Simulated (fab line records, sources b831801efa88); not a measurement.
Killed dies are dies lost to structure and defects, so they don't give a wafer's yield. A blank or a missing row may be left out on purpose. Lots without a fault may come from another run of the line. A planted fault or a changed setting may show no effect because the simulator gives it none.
fab line records | flow sky130
record lots=5 wafers=15 last_day=50
route steps=708 shown VIA2@515 PAD_OPEN@708
lots that met no fault: from a run of the same line without faults
start_h: hours from the record's first day to the start of the lot's first wafer shown | wait_h: hours since the lot's step before | " the same as in the row above | L1.1+2: a row that stands for several wafers | - no value, or no start given | * or withheld: withheld | < > ~ a bound
route shown NAME@n: a module of which the file shows steps, and the number in the route of the first | usual: mean/standard deviation of fault-free wafers | same: alike in all rows | chamber/n: place in a boat | sites: the reading at each site | _std_site: their standard deviation | _edge_site: outer sites' mean less inner sites' | radius_mm: how far each site lies from the wafer's centre | mask NAME#n: copy n | behind: the tool/chamber that last shaped the wafer | hold: why the lot was held/for how many hours/how that ended | device: the transistor (n, p or np) that didn't switch | end of line: the same wafers' tests at the end of the route | a step without rows: its recipe alone | killed: dies lost to structure and defects at the first sort, not the wafer's yield | map: a wafer's dies, x killed, . not, _ none there
set.NAME: the setting as run; set.NAME@STEP: as run at that earlier step | model.NAME: the simulator's own value behind a step, which no gauge read
lots at some steps of the route; a table a step, a row a wafer
services: from which hour (start_h, from the record's first day; less than 0 if before it) a tool's chamber was out of use, for how many hours, and why
## steps
# step SKY_VIA2_SOFTBAKE_08
# recipe temp_c=100 time_s=90 resist=KrF-thick
# step SKY_VIA2_EXPOSE_09
# recipe mask_id=VIM2 na=0.8 source_shape=annular sigma_inner=0.55 sigma_outer=0.85 target_cd_nm=200 dose_mj=38
# step SKY_VIA2_PEB_10
# recipe peb_temp_c=withheld peb_time_s=withheld resist=KrF-thick
# step SKY_VIA2_DEVELOP_11
# recipe develop_time_s=60 resist=KrF-thick dev_temp_c=21
# step SKY_VIA2_CD_MEAS_12
# recipe target_cd_nm=200
# usual cd_nm=199.6/1.3
# columns lot.wafer tool chamber start_h wait_h cd_nm
L709.2 cd_sem-02 - 856.33 - 199.7
L709.3 " - " " 198.8
L709.5 " - " " 198.9
L711.2 cd_sem-02 - 869.93 - 198.6
L711.3 " - " " 198.1
L711.4 " - " " 198.4
L721.1 cd_sem-02 - 955.66 - 199.7
L721.2 " - " " 200.2
L721.4 " - " " 200.5
L727.1 cd_sem-02 - 991.11 - 198.8
L727.2 " - " " 196.9
L727.5 " - " " 199.7
L730.1 cd_sem-02 - 1009.91 - 198.8
L730.3 " - " " 200.9
L730.4 " - " " 199.9
# step SKY_VIA2_OVL_MEAS_13
# usual VIA2_OVL=6/4.9
# columns lot.wafer tool chamber start_h wait_h VIA2_OVL[nm]
L709.2 overlay-02 - 856.43 0.1 13
L709.3 " - " " 15
L709.5 " - " " 11
L711.2 overlay-02 - 870.03 0.1 4
L711.3 " - " " 8
L711.4 " - " " 7
L721.1 overlay-01 - 955.78 0.1 5
L721.2 " - " " 5
L721.4 " - " " 6
L727.1 overlay-01 - 991.23 0.1 -4
L727.2 " - " " -2
L727.5 " - " " 0
L730.1 overlay-02 - 1010.03 0.1 -4
L730.3 " - " " 5
L730.4 " - " " -1
# step SKY_VIA2_ETCH_14
# recipe chemistry=N2/H2 target=BARC ion_energy_ev=200 source_w=500 bias_w=100 pressure_mtorr=30 n2_flow_sccm=100 h2_flow_sccm=200 stop_on=SiO2 time_s=45.9 target_depth_a=600
# usual drypump_motor_current_A=5.7/0.32 oes_product_au=0.854/0.0048 throttle_valve_pct=13.226/0.0085
# columns lot.wafer tool chamber start_h wait_h drypump_motor_current_A oes_product_au rf_hours_counter_h throttle_valve_pct
L709.2 rie_diel-02 1 856.46 0.0 5.5 0.851 7 13.218
L709.3 " 2 " " 6.0 0.860 13 13.224
L709.5 " 3 " " 4.8 0.858 - 13.227
L711.2 rie_diel-04 2 870.06 0.0 6.1 0.860 4 13.216
L711.3 " 0 " " 6.2 0.851 10 13.232
L711.4 " 1 " " 5.3 0.855 9 13.225
L721.1 rie_diel-01 1 955.81 0.0 5.6 0.853 20 13.222
L721.2 " 2 " " 5.5 0.860 4 13.230
L721.4 " 1 " " 5.6 0.858 - 13.206
L727.1 rie_diel-01 2 991.26 0.0 5.6 0.857 6 13.214
L727.2 " 1 " " 5.6 0.855 22 13.226
L727.5 " 2 " " 5.5 0.852 - 13.221
L730.1 rie_diel-01 2 1010.06 0.0 5.5 0.858 7 13.216
L730.3 " 1 " " 5.6 0.859 22 13.221
L730.4 " 0 " " 6.0 0.855 - 13.220
# step SKY_VIA2_ETCH_15
# recipe target=SiO2 chemistry=C4F8/O2/Ar target_depth_nm=546 stop_on=TiN mask_material=KrF-thick source_w=1500 bias_w=1200 pressure_mtorr=40 c4f8_flow_sccm=withheld O2_flow_sccm=6 Ar_flow_sccm=300 time_s=84
# usual oes_product_au=0.939/0.0041
# columns lot.wafer tool chamber start_h wait_h oes_product_au rf_hours_counter_h
L709.2 rie_diel-02 1 856.50 0.0 0.937 7
L709.3 " 2 " " 0.935 13
L709.5 " 3 " " 0.940 -
L711.2 rie_diel-04 2 870.10 0.0 0.938 4
L711.3 " 0 " " 0.935 10
L711.4 " 1 " " 0.945 9
L721.1 rie_diel-01 1 955.86 0.0 0.940 20
L721.2 " 2 " " 0.943 4
L721.4 " 1 " " 0.944 -
L727.1 rie_diel-01 2 991.33 0.0 0.944 6
L727.2 " 1 " " 0.937 22
L727.5 " 2 " " 0.936 -
L730.1 rie_diel-01 2 1010.11 0.0 0.942 7
L730.3 " 1 " " 0.945 22
L730.4 " 0 " " 0.935 -
# step SKY_VIA2_STRIP_16
# recipe chemistry=O2/N2 power_w=1400 pressure_mtorr=1500 platen_temp_c=withheld o2_flow_sccm=3000 n2_flow_sccm=300 overash_fraction=0.5
# usual drypump_motor_current_A=5.5/0.32 oes_product_au=0.399/0.0051 strip_time_to_endpoint_s=4.048/0.024
# columns lot.wafer tool chamber start_h wait_h drypump_motor_current_A oes_product_au rf_hours_counter_h strip_time_to_endpoint_s
L709.2 plasma_asher-03 1 856.57 0.0 5.3 0.403 50 4.085
L709.3 " 1 " " 5.3 0.404 - 4.093
L709.5 " 0 " " 5.6 0.411 - 4.087
L711.2 plasma_asher-04 1 870.17 0.0 6.1 0.395 7 4.031
L711.3 " 1 " " 6.1 0.402 - 4.029
L711.4 " 0 " " 5.7 0.401 - 4.054
L721.1 plasma_asher-02 1 955.92 0.0 5.0 0.404 116 4.047
L721.2 " 0 " " 5.3 0.396 116 4.047
L721.4 " 1 " " 5.1 0.394 - 4.031
L727.1 plasma_asher-04 0 991.42 0.1 5.7 0.411 20 4.035
L727.2 " 1 " " 6.1 0.395 20 4.024
L727.5 " 1 " " 6.1 0.393 - 4.010
L730.1 plasma_asher-03 0 1010.17 0.0 5.6 0.399 65 4.072
L730.3 " 0 " " 5.6 0.408 - 4.068
L730.4 " 1 " " 5.3 0.399 - 4.082
# step SKY_VIA2_STRIP_17
# recipe chemistry=post_etch_residue_remover time_s=1200 temp_c=72.5
# step SKY_VIA2_CLEAN_18
# recipe chemistry=IPA time_s=180 temp_c=25
# step SKY_VIA2_CLEAN_19
# recipe chemistry=O3/DIW dry=n2_spin
# step SKY_VIA2_SPUTTER_20
# recipe material=TiN target_thk_nm=20 chamber_pressure_pa=5 power_w=4000 time_s=80
# usual cathode_dc_power_W=4000.1/0.69 throttle_valve_pct=30.0/0.93
# columns lot.wafer tool chamber start_h wait_h cathode_dc_power_W throttle_valve_pct model.TiN_of_VIA2_SPUTTER_20.thk_nm
L709.2 pvd_sputter-03 - 857.16 0.0 3999.4 30.4 20.18
L709.3 " - " " 4000.2 29.9 20.16
L709.5 " - " " 4000.7 30.0 19.98
L711.2 pvd_sputter-02 - 870.76 0.0 3998.8 29.5 20.02
L711.3 " - " " 3999.8 29.8 20.05
L711.4 " - " " 4000.8 30.5 20.2
L721.1 pvd_sputter-02 - 956.51 0.0 3524.8 30.3 17.74
L721.2 " - " " 4000.5 30.5 19.99
L721.4 " - " " 4001.0 29.5 19.67
L727.1 pvd_sputter-03 - 992.06 0.0 3999.7 30.2 19.57
L727.2 " - " " 4000.2 29.0 19.61
L727.5 " - " " 3999.5 28.9 19.77
L730.1 pvd_sputter-04 - 1010.76 0.0 4000.6 30.2 20.02
L730.3 " - " " 4000.4 31.9 19.79
L730.4 " - " " 3999.8 28.4 20.11
# step SKY_VIA2_CVD_21
# recipe material=W target_thk_nm=420 time_s=126.4 temp_c=400 pressure_torr=40
# usual heater_power_w=764/44
# columns lot.wafer tool chamber start_h wait_h heater_power_w
L709.2 cvd_w-02 0 857.22 0.0 824
L709.3 " 0 " " 831
L709.5 " 1 " " 774
L711.2 cvd_w-01 1 870.82 0.0 698
L711.3 " 0 " " 807
L711.4 " 1 " " 697
L721.1 cvd_w-01 0 956.57 0.0 797
L721.2 " 0 " " 804
L721.4 " 0 " " 816
L727.1 cvd_w-01 1 992.12 0.0 695
L727.2 " 0 " " 794
L727.5 " 0 " " 791
L730.1 cvd_w-01 0 1010.82 0.0 802
L730.3 " 1 " " 713
L730.4 " 0 " " 778
# step SKY_PAD_OPEN_PROBE_99
# usual defect_limited_yield=82.5/1.9 killed_at_M0_to_M3=44/7.2 killed_at_M4_up=2.9/1.8 killed_at_contacts=24/5.6 killed_at_front_end=15/4.2 killed_at_other=0.4/0.71 killed_dies=86/9.2 killed_on_rim=16/3.6 killed_open=47/7.2 killed_short=39/5.7 sort_bin_3_pad_short=0.9/0.4 sort_bin_5_function=10.2/1.6 sort_bin_6_memory=6.4/1.2 sort_n_pass=406/9.2 sort_yield_pct=82.5/1.9
# same gross_dies=492 killed_at_back_side=0 sort_bin_4_leakage[%]=0 sort_bin_8_speed[%]=0
# columns lot.wafer tool chamber start_h wait_h defect_limited_yield[%] killed_at_M0_to_M3 killed_at_M4_up killed_at_contacts killed_at_front_end killed_at_other killed_dies killed_on_rim killed_open killed_short sort_bin_3_pad_short[%] sort_bin_5_function[%] sort_bin_6_memory[%] sort_n_pass sort_yield_pct[%]
L711.2 prober-01 - 1095.53 0.1 83.3 47 4 18 13 0 82 21 44 38 0.4 10.2 6.1 410 83.3
L711.3 prober-01 - 1095.58 0.2 80.9 33 2 29 30 0 94 13 51 42 0.6 13.2 5.3 398 80.9
L711.4 prober-01 - 1095.63 0.2 84.1 36 3 23 16 0 78 17 42 35 0.4 9.8 5.7 414 84.1
L721.1 prober-01 - 1160.35 0.1 86.4 37 3 12 15 0 67 17 35 32 1.0 8.7 3.9 425 86.4
L721.2 prober-01 - 1160.40 0.1 87.0 28 2 20 14 0 64 14 34 30 0.6 8.1 4.3 428 87.0
L721.4 prober-01 - 1160.50 0.2 84.8 40 2 22 11 0 75 19 40 35 1.2 8.9 5.1 417 84.8
# killed by level:class
L711.2 VIA1:geometric_particle:open=16 VIA1:geometric_particle:short=12 CONTACT:geometric_particle:open=6 POLY_GATE:geometric_particle:short=5 LI_CONTACT:geometric_particle:open=5 CONTACT:geometric_particle:short=4 FIELD_ISO:geometric_particle:open=3 LOCAL_INTERCONNECT:geometric_particle:short=3
L711.3 CONTACT:geometric_particle:open=13 VIA1:geometric_particle:open=9 FIELD_ISO:geometric_particle:short=8 POLY_GATE:geometric_particle:open=7 CONTACT:geometric_particle:short=7 FIELD_ISO:geometric_particle:open=5 POLY_GATE:geometric_particle:short=5 LI_CONTACT:geometric_particle:open=5
L711.4 CONTACT:geometric_particle:open=10 VIA1:geometric_particle:open=8 METAL2:geometric_particle:short=7 FIELD_ISO:geometric_particle:open=6 LI_CONTACT:geometric_particle:open=6 METAL1:geometric_particle:short=6 VIA3:geometric_particle:open=4 POLY_GATE:geometric_particle:short=3
L721.1 VIA1:geometric_particle:open=11 VIA1:geometric_particle:short=8 CONTACT:geometric_particle:open=5 METAL1:geometric_particle:short=5 VIA2:geometric_particle:open=5 FIELD_ISO:geometric_particle:open=4 METAL3:geometric_particle:short=4 LOCAL_INTERCONNECT:geometric_particle:short=3
L721.2 METAL1:geometric_particle:short=7 LOCAL_INTERCONNECT:geometric_particle:short=6 LI_CONTACT:geometric_particle:open=5 CONTACT:geometric_particle:open=5 FIELD_ISO:geometric_particle:open=4 VIA1:geometric_particle:short=4 VIA1:geometric_particle:open=4 VIA2:geometric_particle:open=4
L721.4 VIA1:geometric_particle:open=14 VIA1:geometric_particle:short=9 LI_CONTACT:geometric_particle:open=8 CONTACT:geometric_particle:open=6 LI_CONTACT:geometric_particle:short=5 METAL1:geometric_particle:short=4 POLY_GATE:geometric_particle:open=3 METAL2:geometric_particle:short=3
## services
# columns tool chamber start_h hours kind
pvd_sputter-02 - 844.33 19.4 repair
pvd_sputter-04 - 845.46 28.6 repair
rie_diel-01 - 845.61 15.4 repair
rie_diel-04 3 853.60 5.3 repair
pvd_sputter-03 - 853.92 0.7 repair
pvd_sputter-02 - 854.44 0.8 repair
plasma_asher-03 - 854.49 0.5 repair
rie_diel-04 2 859.43 5.2 repair
rie_diel-04 1 862.74 3.2 repair
rie_diel-02 1 864.97 4.3 repair
rie_diel-01 3 891.22 4.3 repair
cvd_w-01 1 905.00 2.7 repair
pvd_sputter-03 - 905.86 16.3 repair
pvd_sputter-03 - 923.71 4.6 repair
rie_diel-04 0 929.67 6.4 repair
pvd_sputter-03 - 944.22 2.4 repair
rie_diel-01 3 947.52 70.4 repair
cvd_w-01 1 953.36 3.8 repair
rie_diel-04 1 958.76 5.8 repair
plasma_asher-04 - 970.87 0.9 repair
rie_diel-02 3 974.70 17.3 repair
rie_diel-01 0 976.53 17.7 repair
rie_diel-02 2 981.15 3.7 repair
cvd_w-01 - 982.60 1.0 repair
## key
first_sign step=SKY_VIA2_SPUTTER_20 reading=cathode_dc_power_W direction=down sigmas=99+ usual=4000.1 struck=3524.8
effect none on later readings
model_effect step=SKY_VIA2_SPUTTER_20 value=TiN_of_VIA2_SPUTTER_20.thk_nm without=20.11 struck=17.74
met_at SKY_VIA2_SPUTTER_20
struck_wafers L721.1
onset_between 870.76 956.51
fault kind=process_parameter_drift tool=pvd_sputter-02 chamber=- onset_h=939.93 steps=SKY_VIA2_SPUTTER_20 channel=power_w offset=* shape=step end_h=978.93 acts_in=* stated=* scope=struck_wafers_only
